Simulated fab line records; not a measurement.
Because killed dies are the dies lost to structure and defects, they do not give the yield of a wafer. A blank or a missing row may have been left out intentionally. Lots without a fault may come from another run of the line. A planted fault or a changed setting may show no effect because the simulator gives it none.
Which tool did it? / flow sky130 / Sampling: 24 lots, 72 wafers, 5 of 708 route steps

WHAT THE GAUGES READ, wafer by wafer
SKY_LI_CONTACT_CD_MEAS_12: target cd 170 nm.
lot=L074; measured=day 29 04:08; on=cd-sem-02; cd-nm (nm)=170.2 169.5 170.7
lot=L075; measured=day 29 17:42; on=cd-sem-02; cd-nm (nm)=170.5 169.5 168.8
lot=L076; measured=day 29 17:32; on=cd-sem-02; cd-nm (nm)=170.5 170.6 170.2
lot=L077; measured=day 30 03:23; on=cd-sem-02; cd-nm (nm)=168.3 169.0 169.3
lot=L078; measured=day 30 15:36; on=cd-sem-02; cd-nm (nm)=168.6 169.3 168.9
lot=L079; measured=day 30 19:35; on=cd-sem-02; cd-nm (nm)=172.2 172.7 170.4
lot=L080; measured=day 30 23:43; on=cd-sem-02; cd-nm (nm)=170.3 172.1 170.8
lot=L081; measured=day 31 05:03; on=cd-sem-02; cd-nm (nm)=167.9 168.2 168.5
lot=L082; measured=day 31 22:35; on=cd-sem-01; cd-nm (nm)=169.7 169.2 169.0
lot=L083; measured=day 32 05:17; on=cd-sem-02; cd-nm (nm)=169.3 168.3 169.5
lot=L084; measured=day 32 10:46; on=cd-sem-02; cd-nm (nm)=171.4 171.1 171.1
lot=L085; measured=day 32 19:07; on=cd-sem-02; cd-nm (nm)=169.6 170.0 171.7
lot=L086; measured=day 33 05:32; on=cd-sem-01; cd-nm (nm)=168.8 169.7 170.4
lot=L087; measured=day 33 11:31; on=cd-sem-02; cd-nm (nm)=172.2 169.5 170.8
lot=L088; measured=day 33 21:55; on=cd-sem-01; cd-nm (nm)=170.6 171.1 171.2
lot=L089; measured=day 34 20:13; on=cd-sem-02; cd-nm (nm)=168.3 170.0 169.1
lot=L090; measured=day 34 23:17; on=cd-sem-01; cd-nm (nm)=169.1 170.9 171.4
lot=L091; measured=day 35 21:55; on=cd-sem-02; cd-nm (nm)=171.5 170.3 171.2
lot=L092; measured=day 35 05:40; on=cd-sem-02; cd-nm (nm)=170.9 172.4 171.1
lot=L093; measured=day 35 23:04; on=cd-sem-02; cd-nm (nm)=170.5 168.7 170.9
lot=L094; measured=day 35 22:51; on=cd-sem-01; cd-nm (nm)=171.7 170.7 171.1
lot=L095; measured=day 36 06:11; on=cd-sem-01; cd-nm (nm)=169.5 170.2 168.9
lot=L096; measured=day 36 05:31; on=cd-sem-02; cd-nm (nm)=169.6 169.8 170.3
lot=L097; measured=day 36 11:53; on=cd-sem-01; cd-nm (nm)=167.4 168.9 168.2

SKY_LOCAL_INTERCONNECT_CD_MEAS_11: target cd 170 nm.
lot=L074; measured=day 30 09:55; on=cd-sem-01; cd-nm (nm)=168.6 169.5 168.0
lot=L075; measured=day 30 22:50; on=cd-sem-01; cd-nm (nm)=168.4 171.4 168.8
lot=L076; measured=day 30 22:38; on=cd-sem-02; cd-nm (nm)=169.4 169.4 169.0
lot=L077; measured=day 31 06:17; on=cd-sem-01; cd-nm (nm)=167.1 168.1 167.2
lot=L078; measured=day 31 23:39; on=cd-sem-02; cd-nm (nm)=169.0 169.4 169.2
lot=L079; measured=day 32 00:58; on=cd-sem-01; cd-nm (nm)=171.5 172.3 169.9
lot=L080; measured=day 32 05:17; on=cd-sem-01; cd-nm (nm)=168.5 168.7 168.4
lot=L081; measured=day 32 09:25; on=cd-sem-01; cd-nm (nm)=169.5 170.7 168.2
lot=L082; measured=day 33 03:03; on=cd-sem-01; cd-nm (nm)=169.8 170.6 171.4
lot=L083; measured=day 33 09:26; on=cd-sem-02; cd-nm (nm)=170.6 171.2 171.0
lot=L084; measured=day 33 14:22; on=cd-sem-02; cd-nm (nm)=171.7 171.7 172.4
lot=L085; measured=day 33 22:47; on=cd-sem-01; cd-nm (nm)=167.9 167.4 169.6
lot=L086; measured=day 34 09:10; on=cd-sem-01; cd-nm (nm)=167.3 167.9 167.8
lot=L087; measured=day 34 15:20; on=cd-sem-01; cd-nm (nm)=171.6 172.8 172.4
lot=L088; measured=day 35 01:16; on=cd-sem-01; cd-nm (nm)=172.5 172.6 170.6
lot=L089; measured=day 35 23:25; on=cd-sem-02; cd-nm (nm)=166.0 166.5 166.4
lot=L090; measured=day 36 03:16; on=cd-sem-01; cd-nm (nm)=170.3 169.9 170.1
lot=L091; measured=day 37 01:28; on=cd-sem-01; cd-nm (nm)=170.6 171.4 171.8
lot=L092; measured=day 36 09:25; on=cd-sem-02; cd-nm (nm)=168.9 168.5 169.7
lot=L093; measured=day 37 02:46; on=cd-sem-02; cd-nm (nm)=169.8 171.3 170.1
lot=L094; measured=day 37 02:47; on=cd-sem-01; cd-nm (nm)=173.2 171.8 171.0
lot=L095; measured=day 37 09:23; on=cd-sem-02; cd-nm (nm)=170.6 169.1 169.9
lot=L096; measured=day 37 08:39; on=cd-sem-01; cd-nm (nm)=171.1 171.2 171.1
lot=L097; measured=day 37 14:44; on=cd-sem-02; cd-nm (nm)=170.1 170.8 168.6

TOOL THAT RAN EACH LOT (tool first, then ch and the chambers of the sampled wafers, then the start)
lot=L074; SKY_FIELD_ISO_CMP_27=cmp-01 ch 0,1, day 2 09:08; SKY_RES_PROTECT_STRIP_07=plasma-asher-01 ch 0,1, day 15 01:22; SKY_LI_CONTACT_SPUTTER_20=pvd-sputter-02, day 29 04:49
lot=L075; SKY_FIELD_ISO_CMP_27=cmp-01 ch 0,1,3, day 2 17:43; SKY_RES_PROTECT_STRIP_07=plasma-asher-01 ch 0,1, day 15 15:05; SKY_LI_CONTACT_SPUTTER_20=pvd-sputter-02, day 29 18:18
lot=L076; SKY_FIELD_ISO_CMP_27=cmp-02 ch 1,2,3, day 2 20:28; SKY_RES_PROTECT_STRIP_07=plasma-asher-01 ch 0,1, day 15 14:46; SKY_LI_CONTACT_SPUTTER_20=pvd-sputter-04, day 29 18:10
lot=L077; SKY_FIELD_ISO_CMP_27=cmp-01 ch 0,1, day 3 00:53; SKY_RES_PROTECT_STRIP_07=plasma-asher-04 ch 0,1, day 16 02:19; SKY_LI_CONTACT_SPUTTER_20=pvd-sputter-04, day 30 03:59
lot=L078; SKY_FIELD_ISO_CMP_27=cmp-02 ch 1,3, day 3 07:31; SKY_RES_PROTECT_STRIP_07=plasma-asher-01 ch 0,1, day 16 14:42; SKY_LI_CONTACT_SPUTTER_20=pvd-sputter-01, day 30 16:13
lot=L079; SKY_FIELD_ISO_CMP_27=cmp-02 ch 0,2,3, day 3 13:14; SKY_RES_PROTECT_STRIP_07=plasma-asher-01 ch 0,1, day 16 17:51; SKY_LI_CONTACT_SPUTTER_20=pvd-sputter-04, day 30 20:13
lot=L080; SKY_FIELD_ISO_CMP_27=cmp-02 ch 1,2,3, day 3 15:25; SKY_RES_PROTECT_STRIP_07=plasma-asher-01 ch 0,1, day 17 00:17; SKY_LI_CONTACT_SPUTTER_20=pvd-sputter-04, day 31 00:22
lot=L081; SKY_FIELD_ISO_CMP_27=cmp-01 ch 0,1,2, day 3 22:08; SKY_RES_PROTECT_STRIP_07=plasma-asher-01 ch 0,1, day 17 12:17; SKY_LI_CONTACT_SPUTTER_20=pvd-sputter-02, day 31 05:40
lot=L082; SKY_FIELD_ISO_CMP_27=cmp-01 ch 0,1,2, day 4 01:56; SKY_RES_PROTECT_STRIP_07=plasma-asher-01 ch 0,1, day 17 19:12; SKY_LI_CONTACT_SPUTTER_20=pvd-sputter-01, day 31 23:11
lot=L083; SKY_FIELD_ISO_CMP_27=cmp-02 ch 0,1,2, day 4 07:07; SKY_RES_PROTECT_STRIP_07=plasma-asher-01 ch 0,1, day 18 08:28; SKY_LI_CONTACT_SPUTTER_20=pvd-sputter-02, day 32 05:57
lot=L084; SKY_FIELD_ISO_CMP_27=cmp-02 ch 2,3, day 4 14:00; SKY_RES_PROTECT_STRIP_07=plasma-asher-03 ch 0,1, day 18 18:10; SKY_LI_CONTACT_SPUTTER_20=pvd-sputter-02, day 32 11:26
lot=L085; SKY_FIELD_ISO_CMP_27=cmp-02 ch 0,3, day 4 17:32; SKY_RES_PROTECT_STRIP_07=plasma-asher-04 ch 0,1, day 18 22:16; SKY_LI_CONTACT_SPUTTER_20=pvd-sputter-04, day 32 19:47
lot=L086; SKY_FIELD_ISO_CMP_27=cmp-01 ch 0,2,3, day 5 03:16; SKY_RES_PROTECT_STRIP_07=plasma-asher-03 ch 0,1, day 19 14:29; SKY_LI_CONTACT_SPUTTER_20=pvd-sputter-02, day 33 06:11
lot=L087; SKY_FIELD_ISO_CMP_27=cmp-01 ch 0,1,3, day 5 03:34; SKY_RES_PROTECT_STRIP_07=plasma-asher-04 ch 0,1, day 19 17:46; SKY_LI_CONTACT_SPUTTER_20=pvd-sputter-02, day 33 12:10
lot=L088; SKY_FIELD_ISO_CMP_27=cmp-01 ch 0,1,3, day 5 09:53; SKY_RES_PROTECT_STRIP_07=plasma-asher-04 ch 0,1, day 20 07:34; SKY_LI_CONTACT_SPUTTER_20=pvd-sputter-01, day 33 22:34
lot=L089; SKY_FIELD_ISO_CMP_27=cmp-02 ch 0,3, day 5 22:31; SKY_RES_PROTECT_STRIP_07=plasma-asher-01 ch 0,1, day 21 09:38; SKY_LI_CONTACT_SPUTTER_20=pvd-sputter-04, day 34 20:53
lot=L090; SKY_FIELD_ISO_CMP_27=cmp-02 ch 1,2,3, day 6 08:13; SKY_RES_PROTECT_STRIP_07=plasma-asher-04 ch 0,1, day 21 14:01; SKY_LI_CONTACT_SPUTTER_20=pvd-sputter-02, day 34 23:55
lot=L091; SKY_FIELD_ISO_CMP_27=cmp-02 ch 1,2,3, day 6 13:30; SKY_RES_PROTECT_STRIP_07=plasma-asher-01 ch 0, day 22 04:07; SKY_LI_CONTACT_SPUTTER_20=pvd-sputter-02, day 35 22:35
lot=L092; SKY_FIELD_ISO_CMP_27=cmp-01 ch 0,2, day 6 13:30; SKY_RES_PROTECT_STRIP_07=plasma-asher-03 ch 0, day 21 22:49; SKY_LI_CONTACT_SPUTTER_20=pvd-sputter-02, day 35 06:19
lot=L093; SKY_FIELD_ISO_CMP_27=cmp-02 ch 1,3, day 6 15:32; SKY_RES_PROTECT_STRIP_07=plasma-asher-01 ch 0,1, day 22 06:10; SKY_LI_CONTACT_SPUTTER_20=pvd-sputter-01, day 35 23:44
lot=L094; SKY_FIELD_ISO_CMP_27=cmp-01 ch 0,2,3, day 6 23:46; SKY_RES_PROTECT_STRIP_07=plasma-asher-03 ch 0,1, day 22 16:43; SKY_LI_CONTACT_SPUTTER_20=pvd-sputter-02, day 35 23:28
lot=L095; SKY_FIELD_ISO_CMP_27=cmp-01 ch 0,1,2, day 7 06:26; SKY_RES_PROTECT_STRIP_07=plasma-asher-03 ch 0, day 23 03:23; SKY_LI_CONTACT_SPUTTER_20=pvd-sputter-04, day 36 06:50
lot=L096; SKY_FIELD_ISO_CMP_27=cmp-02 ch 0,1,3, day 7 06:26; SKY_RES_PROTECT_STRIP_07=plasma-asher-04 ch 0,1, day 23 01:53; SKY_LI_CONTACT_SPUTTER_20=pvd-sputter-02, day 36 06:08
lot=L097; SKY_FIELD_ISO_CMP_27=cmp-01 ch 0,2, day 7 10:32; SKY_RES_PROTECT_STRIP_07=plasma-asher-01 ch 0,1, day 23 09:07; SKY_LI_CONTACT_SPUTTER_20=pvd-sputter-02, day 36 12:32
- SKY_FIELD_ISO_CMP_27: polishes, stops on Si3N4, t overpolish 16 s, target thk 457.8 nm.
- SKY_RES_PROTECT_STRIP_07: strips in O2/N2.
- SKY_LI_CONTACT_SPUTTER_20: material TiN, target thk 20 nm, time 80 s.

AS READ BY THE TOOLS THEMSELVES (means over the sampled wafers that have a number; for cases with no such wafer, the mark the record gives instead)
SKY_FIELD_ISO_CMP_27.
lot=L074; tool=cmp-01; motor-current-A (A)=12.8; overpolish-run-s (s)=16.001; slurry-flow-ml-min=149.9; time-to-endpoint-s (s)=113
lot=L075; tool=cmp-01; motor-current-A (A)=13.8; overpolish-run-s (s)=16.004; slurry-flow-ml-min=150.1; time-to-endpoint-s (s)=114
lot=L076; tool=cmp-02; motor-current-A (A)=10.5; overpolish-run-s (s)=15.999; slurry-flow-ml-min=150.2; time-to-endpoint-s (s)=109
lot=L077; tool=cmp-01; motor-current-A (A)=13.3; overpolish-run-s (s)=16.006; slurry-flow-ml-min=149.7; time-to-endpoint-s (s)=111
lot=L078; tool=cmp-02; motor-current-A (A)=10.8; overpolish-run-s (s)=16.003; slurry-flow-ml-min=150.0; time-to-endpoint-s (s)=113
lot=L079; tool=cmp-02; motor-current-A (A)=11.7; overpolish-run-s (s)=16.005; slurry-flow-ml-min=150.0; time-to-endpoint-s (s)=114
lot=L080; tool=cmp-02; motor-current-A (A)=10.3; overpolish-run-s (s)=16.006; slurry-flow-ml-min=149.9; time-to-endpoint-s (s)=110
lot=L081; tool=cmp-01; motor-current-A (A)=12.8; overpolish-run-s (s)=15.987; slurry-flow-ml-min=149.9; time-to-endpoint-s (s)=114
lot=L082; tool=cmp-01; motor-current-A (A)=12.8; overpolish-run-s (s)=15.998; slurry-flow-ml-min=149.9; time-to-endpoint-s (s)=113
lot=L083; tool=cmp-02; motor-current-A (A)=11.4; overpolish-run-s (s)=15.995; slurry-flow-ml-min=150.0; time-to-endpoint-s (s)=109
lot=L084; tool=cmp-02; motor-current-A (A)=10.4; overpolish-run-s (s)=15.994; slurry-flow-ml-min=150.0; time-to-endpoint-s (s)=110
lot=L085; tool=cmp-02; motor-current-A (A)=12.6; overpolish-run-s (s)=16.002; slurry-flow-ml-min=149.5; time-to-endpoint-s (s)=113
lot=L086; tool=cmp-01; motor-current-A (A)=13.0; overpolish-run-s (s)=16.006; slurry-flow-ml-min=150.2; time-to-endpoint-s (s)=116
lot=L087; tool=cmp-01; motor-current-A (A)=13.2; overpolish-run-s (s)=16.004; slurry-flow-ml-min=149.8; time-to-endpoint-s (s)=117
lot=L088; tool=cmp-01; motor-current-A (A)=13.3; overpolish-run-s (s)=16.002; slurry-flow-ml-min=149.6; time-to-endpoint-s (s)=109
lot=L089; tool=cmp-02; motor-current-A (A)=12.7; overpolish-run-s (s)=16.000; slurry-flow-ml-min=150.0; time-to-endpoint-s (s)=112
lot=L090; tool=cmp-02; motor-current-A (A)=10.5; overpolish-run-s (s)=15.997; slurry-flow-ml-min=149.8; time-to-endpoint-s (s)=113
lot=L091; tool=cmp-02; motor-current-A (A)=10.1; overpolish-run-s (s)=15.996; slurry-flow-ml-min=149.9; time-to-endpoint-s (s)=110
lot=L092; tool=cmp-01; motor-current-A (A)=12.6; overpolish-run-s (s)=16.001; slurry-flow-ml-min=150.0; time-to-endpoint-s (s)=113
lot=L093; tool=cmp-02; motor-current-A (A)=10.5; overpolish-run-s (s)=15.996; slurry-flow-ml-min=150.4; time-to-endpoint-s (s)=113
lot=L094; tool=cmp-01; motor-current-A (A)=13.5; overpolish-run-s (s)=16.006; slurry-flow-ml-min=150.6; time-to-endpoint-s (s)=111
lot=L095; tool=cmp-01; motor-current-A (A)=13.4; overpolish-run-s (s)=15.998; slurry-flow-ml-min=150.1; time-to-endpoint-s (s)=110
lot=L096; tool=cmp-02; motor-current-A (A)=11.7; overpolish-run-s (s)=16.010; slurry-flow-ml-min=150.5; time-to-endpoint-s (s)=108
lot=L097; tool=cmp-01; motor-current-A (A)=12.4; overpolish-run-s (s)=16.001; slurry-flow-ml-min=149.8; time-to-endpoint-s (s)=115

SKY_RES_PROTECT_STRIP_07.
lot=L074; tool=plasma-asher-01; chamber-pressure-mTorr (mTorr)=1499.2; drypump-motor-current-A (A)=5.8; oes-product-au (a.u.)=0.521; strip-time-to-endpoint-s (s)=23.33
lot=L075; tool=plasma-asher-01; chamber-pressure-mTorr (mTorr)=1499.6; drypump-motor-current-A (A)=5.8; oes-product-au (a.u.)=0.519; strip-time-to-endpoint-s (s)=23.32
lot=L076; tool=plasma-asher-01; chamber-pressure-mTorr (mTorr)=1500.0; drypump-motor-current-A (A)=5.8; oes-product-au (a.u.)=0.517; strip-time-to-endpoint-s (s)=23.33
lot=L077; tool=plasma-asher-04; chamber-pressure-mTorr (mTorr)=1499.0; drypump-motor-current-A (A)=5.8; oes-product-au (a.u.)=0.519; strip-time-to-endpoint-s (s)=23.32
lot=L078; tool=plasma-asher-01; chamber-pressure-mTorr (mTorr)=1499.5; drypump-motor-current-A (A)=5.8; oes-product-au (a.u.)=0.515; strip-time-to-endpoint-s (s)=23.30
lot=L079; tool=plasma-asher-01; chamber-pressure-mTorr (mTorr)=1499.3; drypump-motor-current-A (A)=5.8; oes-product-au (a.u.)=0.515; strip-time-to-endpoint-s (s)=23.29
lot=L080; tool=plasma-asher-01; chamber-pressure-mTorr (mTorr)=1500.3; drypump-motor-current-A (A)=5.8; oes-product-au (a.u.)=0.516; strip-time-to-endpoint-s (s)=23.27
lot=L081; tool=plasma-asher-01; chamber-pressure-mTorr (mTorr)=1499.4; drypump-motor-current-A (A)=5.3; oes-product-au (a.u.)=0.517; strip-time-to-endpoint-s (s)=23.33
lot=L082; tool=plasma-asher-01; chamber-pressure-mTorr (mTorr)=1500.5; drypump-motor-current-A (A)=5.3; oes-product-au (a.u.)=0.517; strip-time-to-endpoint-s (s)=23.33
lot=L083; tool=plasma-asher-01; chamber-pressure-mTorr (mTorr)=1500.0; drypump-motor-current-A (A)=5.8; oes-product-au (a.u.)=0.515; strip-time-to-endpoint-s (s)=23.28
lot=L084; tool=plasma-asher-03; chamber-pressure-mTorr (mTorr)=1499.5; drypump-motor-current-A (A)=5.9; oes-product-au (a.u.)=0.517; strip-time-to-endpoint-s (s)=23.28
lot=L085; tool=plasma-asher-04; chamber-pressure-mTorr (mTorr)=1498.6; drypump-motor-current-A (A)=5.8; oes-product-au (a.u.)=0.515; strip-time-to-endpoint-s (s)=23.31
lot=L086; tool=plasma-asher-03; chamber-pressure-mTorr (mTorr)=1501.6; drypump-motor-current-A (A)=5.6; oes-product-au (a.u.)=0.520; strip-time-to-endpoint-s (s)=23.27
lot=L087; tool=plasma-asher-04; chamber-pressure-mTorr (mTorr)=1499.9; drypump-motor-current-A (A)=5.8; oes-product-au (a.u.)=0.524; strip-time-to-endpoint-s (s)=23.35
lot=L088; tool=plasma-asher-04; chamber-pressure-mTorr (mTorr)=1498.6; drypump-motor-current-A (A)=5.8; oes-product-au (a.u.)=0.516; strip-time-to-endpoint-s (s)=23.34
lot=L089; tool=plasma-asher-01; chamber-pressure-mTorr (mTorr)=1499.6; drypump-motor-current-A (A)=5.8; oes-product-au (a.u.)=0.518; strip-time-to-endpoint-s (s)=23.26
lot=L090; tool=plasma-asher-04; chamber-pressure-mTorr (mTorr)=1501.7; drypump-motor-current-A (A)=5.6; oes-product-au (a.u.)=0.519; strip-time-to-endpoint-s (s)=23.31
lot=L091; tool=plasma-asher-01; chamber-pressure-mTorr (mTorr)=1499.6; drypump-motor-current-A (A)=6.3; oes-product-au (a.u.)=0.515; strip-time-to-endpoint-s (s)=23.29
lot=L092; tool=plasma-asher-03; chamber-pressure-mTorr (mTorr)=1500.6; drypump-motor-current-A (A)=6.2; oes-product-au (a.u.)=0.521; strip-time-to-endpoint-s (s)=23.35
lot=L093; tool=plasma-asher-01; chamber-pressure-mTorr (mTorr)=1500.0; drypump-motor-current-A (A)=5.8; oes-product-au (a.u.)=0.520; strip-time-to-endpoint-s (s)=23.25
lot=L094; tool=plasma-asher-03; chamber-pressure-mTorr (mTorr)=1500.4; drypump-motor-current-A (A)=5.6; oes-product-au (a.u.)=0.523; strip-time-to-endpoint-s (s)=23.26
lot=L095; tool=plasma-asher-03; chamber-pressure-mTorr (mTorr)=1500.5; drypump-motor-current-A (A)=6.2; oes-product-au (a.u.)=0.511; strip-time-to-endpoint-s (s)=23.29
lot=L096; tool=plasma-asher-04; chamber-pressure-mTorr (mTorr)=1499.4; drypump-motor-current-A (A)=5.8; oes-product-au (a.u.)=0.518; strip-time-to-endpoint-s (s)=23.29
lot=L097; tool=plasma-asher-01; chamber-pressure-mTorr (mTorr)=1498.2; drypump-motor-current-A (A)=5.3; oes-product-au (a.u.)=0.512; strip-time-to-endpoint-s (s)=23.29

SKY_LI_CONTACT_SPUTTER_20.
lot=L074; tool=pvd-sputter-02; throttle-valve-pct (%)=30.3
lot=L075; tool=pvd-sputter-02; throttle-valve-pct (%)=30.5
lot=L076; tool=pvd-sputter-04; throttle-valve-pct (%)=30.1
lot=L077; tool=pvd-sputter-04; throttle-valve-pct (%)=31.5
lot=L078; tool=pvd-sputter-01; throttle-valve-pct (%)=28.7
lot=L079; tool=pvd-sputter-04; throttle-valve-pct (%)=30.8
lot=L080; tool=pvd-sputter-04; throttle-valve-pct (%)=31.0
lot=L081; tool=pvd-sputter-02; throttle-valve-pct (%)=30.0
lot=L082; tool=pvd-sputter-01; throttle-valve-pct (%)=29.3
lot=L083; tool=pvd-sputter-02; throttle-valve-pct (%)=30.4
lot=L084; tool=pvd-sputter-02; throttle-valve-pct (%)=30.2
lot=L085; tool=pvd-sputter-04; throttle-valve-pct (%)=30.8
lot=L086; tool=pvd-sputter-02; throttle-valve-pct (%)=30.4
lot=L087; tool=pvd-sputter-02; throttle-valve-pct (%)=29.8
lot=L088; tool=pvd-sputter-01; throttle-valve-pct (%)=29.3
lot=L089; tool=pvd-sputter-04; throttle-valve-pct (%)=30.1
lot=L090; tool=pvd-sputter-02; throttle-valve-pct (%)=30.3
lot=L091; tool=pvd-sputter-02; throttle-valve-pct (%)=30.0
lot=L092; tool=pvd-sputter-02; throttle-valve-pct (%)=29.8
lot=L093; tool=pvd-sputter-01; throttle-valve-pct (%)=29.8
lot=L094; tool=pvd-sputter-02; throttle-valve-pct (%)=30.4
lot=L095; tool=pvd-sputter-04; throttle-valve-pct (%)=30.9
lot=L096; tool=pvd-sputter-02; throttle-valve-pct (%)=30.3
lot=L097; tool=pvd-sputter-02; throttle-valve-pct (%)=30.0

THE ANSWER, worked out from the rows above alone
Rule: what is usual is taken from the lots themselves. Put in order of their means at a reading, lots are off if they are a third of the lots or fewer, leave a main group of 4 or more, and stand apart from it by a gap of 3 or more times the standard deviation of the main group's means; of several such gaps the widest counts. A main group whose means are all the same, to the digits that the tables above print for the reading, isn't used. Also off: a lot with no number at a reading for which 4 or more lots have one. Any other lot the step has rows for is counted as sound. After the gauges, taken in route order, come the tools' own readings; for these a lot's mean is taken, as printed above. The first step at which some lot is off is used, and at that step the reading that is off furthest; a lot without a number counts as furthest.
Across all readings shown, no lot is off: no conclusion can be drawn from this.

WHAT WAS PUT IN BY THE SIMULATOR
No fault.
